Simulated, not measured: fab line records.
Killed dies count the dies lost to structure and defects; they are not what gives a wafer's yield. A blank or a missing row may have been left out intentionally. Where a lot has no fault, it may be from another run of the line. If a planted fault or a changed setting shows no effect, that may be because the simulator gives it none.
Problem report in the 8D (eight disciplines) form, filled by code	flow gf180mcu	the parts of the form that need people (team, actions taken, sign-off) are left out

1. WHAT IS WRONG
PASSIVATION_CVD_00_THK at GF_PASSIVATION_THK_MEAS_01 reads a mean of 372 nm on 5 wafers of 2 lots; wafers without a fault read 999 nm with a standard deviation of 15. That puts it -42 standard deviations away from the usual mean.
Earliest sighting: wafer L243.3 on film-metro-03 at day 32 04:43. The record holds 33 wafers of 11 lots with a number at this step. Rule for "out" (also "out of limits"): further than 4 standard deviations from the usual mean. All remaining wafers that have a number are taken as sound.

2. WHAT IT IS; WHAT IT IS NOT
question	is	is not
which readings at this step	PASSIVATION_CVD_00_THK	-
which lots	L243, L245	L231, L232, L233, L234, L235, L246, L247, L249, L251
which wafers of those lots	L243.3, L243.5, L243.6, L245.5, L245.6	L245.1
read on which gauges	film-metro-03, film-metro-04	film-metro-02
when	from day 32 04:43	up to then (15 sound wafers); but 13 sound wafers of L245, L246, L247, L249, L251 came after

3. SUSPECTS, AND WHAT RULES EACH OUT
Counting: any tool at a process step up to the reading remains a suspect provided it ran every lot that is out. Sound lots after the first of them don't rule it out here, since some wafers of a struck lot are sound.
- ruled out: the gauge at GF_PASSIVATION_THK_MEAS_01. The wafers that are out were read on 2 gauges (film-metro-03, film-metro-04).
- pvd-sputter-02 at GF_TOP_METAL_SPUTTER_01 (material TiN, target thk 30 nm, time 25 s): kept. Ran every lot that is out, first one L243 (day 31 11:06); last sound lot up to then L232 (day 28 09:52).
- pecvd-03 at GF_PASSIVATION_CVD_00 (deposits SiO2 from TEOS, target thk 1000 nm, time 111.95 s): kept. Ran every lot that is out, first one L243 (day 32 04:37); last sound lot up to then L234 (day 29 16:07).
The count leaves pecvd-03 at GF_PASSIVATION_CVD_00 and pvd-sputter-02 at GF_TOP_METAL_SPUTTER_01.

4. THE CAUSE (what the simulator had put in)
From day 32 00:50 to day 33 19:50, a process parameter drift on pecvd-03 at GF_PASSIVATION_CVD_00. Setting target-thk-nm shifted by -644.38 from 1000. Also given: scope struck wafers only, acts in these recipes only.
Counting left 2 suspects, and this tool is among them.

5. THE CHAIN OF EFFECTS, in route order
Each row: a reading where the mean over the struck wafers with a number is more than 3 standard deviations away from the usual. Only readings whose record carries a usual standard deviation are examined. hours: median over the lots of the time between each lot's start at the first step of this table that gives one and its start at this step. sigmas: the change, counted in usual standard deviations.
hours	step	reading	usual	on struck wafers	change	sigmas
0	GF_PASSIVATION_THK_MEAS_01	PASSIVATION_CVD_00_THK	999 nm	372	-627	-42
16	GF_PASSIVATION_ETCH_11	oes-product-au	0.960 a.u.	0.744	-0.216	-28
16	GF_PASSIVATION_ETCH_11	throttle-valve-pct	5.960 %	5.895	-0.065	-7.5
It contains these process steps:
- GF_PASSIVATION_ETCH_11: etches the open film in CF4/O2, stops on TiN, target depth 1800 nm, time 400 s.

6. HOW IT WOULD HAVE BEEN CAUGHT EARLIER
In this record the first reading out of limits at a measuring or inspecting step was taken at day 32 04:43, 4 hours after the fault began at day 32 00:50.
Of the tool readings at GF_PASSIVATION_CVD_00 for which the record gives a usual standard deviation, none was out on any struck wafer, so an alarm limit of 4 standard deviations on them would not have fired.
Among the 2 lots that are out, L245 began GF_PASSIVATION_CVD_00 on pecvd-03 after day 32 04:43. A tool hold placed at that time would have kept it from harm.
